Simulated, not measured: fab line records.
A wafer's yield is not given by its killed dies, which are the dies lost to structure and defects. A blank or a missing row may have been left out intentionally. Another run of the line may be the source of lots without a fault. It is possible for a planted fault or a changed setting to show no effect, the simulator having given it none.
What tool caused it? + flow gf180mcu + 13 lots with 39 wafers sampled at 5 steps, on a route of 602 steps

== WHAT THE GAUGES READ, wafer by wafer ==
GF_V3_RS_MEAS_24: the measuring method here is four-point-probe.
| lot  | measured     | on           | V3_W_RS (ohm/sq)  |
|------|--------------|--------------|-------------------|
| L129 | day 22 20:20 | filmMetro-02 | 0.332 0.328 0.333 |
| L130 | day 23 02:51 | filmMetro-04 | 0.336 0.325 0.325 |
| L131 | day 23 12:38 | filmMetro-03 | 0.327 0.325 0.327 |
| L132 | day 23 19:04 | filmMetro-02 | 0.326 0.326 0.326 |
| L133 | day 24 06:31 | filmMetro-04 | 0.329 0.325 0.321 |
| L134 | day 24 16:17 | filmMetro-02 | 0.332 0.332 0.329 |
| L137 | day 25 14:49 | filmMetro-02 | 0.328 0.324 0.330 |
| L138 | day 25 23:32 | filmMetro-03 | 0.329 0.317 0.321 |
| L139 | day 26 09:11 | filmMetro-02 | 0.324 0.321 0.319 |
| L141 | day 27 02:15 | filmMetro-03 | 0.321 0.327 0.318 |
| L142 | day 27 03:26 | filmMetro-02 | 0.329 0.332 0.327 |
| L147 | day 28 18:48 | filmMetro-04 | 0.321 0.326 0.331 |
| L151 | day 29 19:44 | filmMetro-03 | 0.330 0.329 0.328 |

GF_V4_THK_MEAS_01.
| lot  | measured     | on           | V4_CVD_00_THK (nm) |
|------|--------------|--------------|--------------------|
| L129 | day 23 20:57 | filmMetro-02 | 622 604 610        |
| L130 | day 24 03:08 | filmMetro-01 | 603 601 601        |
| L131 | day 24 13:03 | filmMetro-01 | 595 613 599        |
| L132 | day 24 18:53 | filmMetro-01 | 599 594 599        |
| L133 | day 25 06:11 | filmMetro-02 | 587 596 597        |
| L134 | day 25 15:29 | filmMetro-02 | 594 598 590        |
| L137 | day 26 12:43 | filmMetro-04 | 592 612 601        |
| L138 | day 26 22:11 | filmMetro-01 | 581 596 585        |
| L139 | day 27 07:11 | filmMetro-01 | 587 594 591        |
| L141 | day 28 00:14 | filmMetro-02 | 588 506 594        |
| L142 | day 28 01:21 | filmMetro-02 | 593 604 513        |
| L147 | day 29 15:20 | filmMetro-02 | 604 606 592        |
| L151 | day 30 16:03 | filmMetro-04 | 598 606 602        |

== TOOL THAT RAN EACH LOT (tool first, then ch and the chambers of the sampled wafers, then the start) ==
| lot  | GF_V3_CVD_02                    | GF_M4_SPUTTER_00            | GF_V4_CVD_00                     |
|------|---------------------------------|-----------------------------|----------------------------------|
| L129 | pecvd-04 ch 0,1, day 21 19:11   | pvdSputter-01, day 22 20:49 | hdpcvd-02 ch 0,1, day 23 20:52   |
| L130 | pecvd-02 ch 0,1, day 22 02:14   | pvdSputter-01, day 23 03:20 | hdpcvd-01 ch 0,1, day 24 03:01   |
| L131 | pecvd-02 ch 0,1,2, day 22 12:33 | pvdSputter-01, day 23 13:07 | hdpcvd-02 ch 0,1,2, day 24 12:58 |
| L132 | pecvd-04 ch 0,1,2, day 22 19:36 | pvdSputter-04, day 23 19:33 | hdpcvd-01 ch 0,1,2, day 24 18:48 |
| L133 | pecvd-02 ch 1,2, day 23 06:28   | pvdSputter-01, day 24 06:59 | hdpcvd-01 ch 0,1,2, day 25 06:06 |
| L134 | pecvd-04 ch 0,1,2, day 23 16:38 | pvdSputter-01, day 24 16:46 | hdpcvd-01 ch 0,1,2, day 25 15:24 |
| L137 | pecvd-02 ch 0,1,2, day 24 16:11 | pvdSputter-02, day 25 15:17 | hdpcvd-02 ch 0,1, day 26 12:38   |
| L138 | pecvd-02 ch 0,1, day 25 00:39   | pvdSputter-04, day 26 00:01 | hdpcvd-01 ch 0,1,2, day 26 22:07 |
| L139 | pecvd-02 ch 0,1,2, day 25 09:56 | pvdSputter-01, day 26 09:40 | hdpcvd-01 ch 0,2, day 27 07:06   |
| L141 | pecvd-01 ch 0,1,2, day 26 03:50 | pvdSputter-04, day 27 02:40 | hdpcvd-01 ch 0,1,2, day 28 00:10 |
| L142 | pecvd-01 ch 0,1,2, day 26 06:03 | pvdSputter-01, day 27 03:53 | hdpcvd-01 ch 1,2, day 28 01:16   |
| L147 | pecvd-04 ch 1,2, day 27 21:53   | pvdSputter-01, day 28 19:17 | hdpcvd-02 ch 0,1,2, day 29 15:16 |
| L151 | pecvd-01 ch 0,2, day 28 23:11   | pvdSputter-02, day 29 20:13 | hdpcvd-02 ch 0,1,2, day 30 15:58 |
- GF_V3_CVD_02: deposits SiO2 from TEOS, target thk 850 nm, time 94.851 s.
- GF_M4_SPUTTER_00: material Ti, target thk 37.5 nm, time 150 s.
- GF_V4_CVD_00: deposits SiO2, target thk 600 nm, time 100 s.

== AS READ BY THE TOOLS THEMSELVES (means over the sampled wafers that have a number; for cases with no such wafer, the mark the record gives instead) ==
GF_V3_CVD_02.
| lot  | tool     | heaterPowerW (W) |
|------|----------|------------------|
| L129 | pecvd-04 | 603              |
| L130 | pecvd-02 | 678              |
| L131 | pecvd-02 | 672              |
| L132 | pecvd-04 | 712              |
| L133 | pecvd-02 | 710              |
| L134 | pecvd-04 | 712              |
| L137 | pecvd-02 | 662              |
| L138 | pecvd-02 | 650              |
| L139 | pecvd-02 | 637              |
| L141 | pecvd-01 | 596              |
| L142 | pecvd-01 | 630              |
| L147 | pecvd-04 | 649              |
| L151 | pecvd-01 | 604              |

GF_M4_SPUTTER_00.
| lot  | tool          | substrateTempC (C) | throttleValvePct (%) |
|------|---------------|--------------------|----------------------|
| L129 | pvdSputter-01 | 199.83             | 29.4                 |
| L130 | pvdSputter-01 | 199.95             | 29.0                 |
| L131 | pvdSputter-01 | 199.81             | 29.7                 |
| L132 | pvdSputter-04 | 200.07             | 30.9                 |
| L133 | pvdSputter-01 | 199.96             | 29.8                 |
| L134 | pvdSputter-01 | 200.14             | 29.9                 |
| L137 | pvdSputter-02 | 200.01             | 31.2                 |
| L138 | pvdSputter-04 | 199.84             | 30.9                 |
| L139 | pvdSputter-01 | 199.97             | 29.0                 |
| L141 | pvdSputter-04 | 200.02             | 30.5                 |
| L142 | pvdSputter-01 | 200.13             | 29.5                 |
| L147 | pvdSputter-01 | 199.98             | 29.3                 |
| L151 | pvdSputter-02 | 200.10             | 30.7                 |

GF_V4_CVD_00.
| lot  | tool      | sih4FlowSccm (sccm) |
|------|-----------|---------------------|
| L129 | hdpcvd-02 | 60.05               |
| L130 | hdpcvd-01 | 60.06               |
| L131 | hdpcvd-02 | 59.83               |
| L132 | hdpcvd-01 | 59.95               |
| L133 | hdpcvd-01 | 60.10               |
| L134 | hdpcvd-01 | 60.11               |
| L137 | hdpcvd-02 | 60.10               |
| L138 | hdpcvd-01 | 60.08               |
| L139 | hdpcvd-01 | 60.03               |
| L141 | hdpcvd-01 | 56.95               |
| L142 | hdpcvd-01 | 57.08               |
| L147 | hdpcvd-02 | 59.95               |
| L151 | hdpcvd-02 | 59.88               |

== THE ANSWER, worked out from the rows above alone ==
Rule: the lots themselves supply what counts as usual. Put in order of their means at a reading, lots are off if they are a third of the lots or fewer, leave a main group of 4 or more, and stand apart from it by a gap of 3 or more times the standard deviation of the main group's means; of several such gaps the widest counts. If all means in a main group match to the digits the tables above print for the reading, that group is not used. Also off: a lot with no number at a reading for which 4 or more lots have one. Any other lot the step has rows for is counted as sound. The gauges are gone through in route order, then the tools' own readings, and for those a lot's mean is taken as printed above. The first step at which some lot is off is used, and at that step the reading that is off furthest; a lot without a number counts as furthest.
Off: L141, L142, at GF_V4_CVD_00 (sih4FlowSccm). Main group: mean 60.01 sccm, sd 0.091.
If a tool, at that step or one of the process steps before it, ran each lot that is off and ran no sound lot following the first of them, it fits. One fits: hdpcvd-01 at GF_V4_CVD_00. Its last sound lot is L139 (day 27 07:06), its first lot that is off L141 (day 28 00:10): a fault that began between those two fits.
The tool's own readings at GF_V4_CVD_00 bear it out: on the lots that are off they differ by more than 5 times the standard deviation of the sound lots' means. sih4FlowSccm reads 57.02 sccm there against 60.01 sccm on the sound lots.

== WHAT HAD BEEN PUT IN BY THE SIMULATOR ==
hdpcvd-01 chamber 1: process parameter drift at GF_V4_CVD_00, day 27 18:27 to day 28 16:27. Setting sih4FlowSccm shifted by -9 from 60. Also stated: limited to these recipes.
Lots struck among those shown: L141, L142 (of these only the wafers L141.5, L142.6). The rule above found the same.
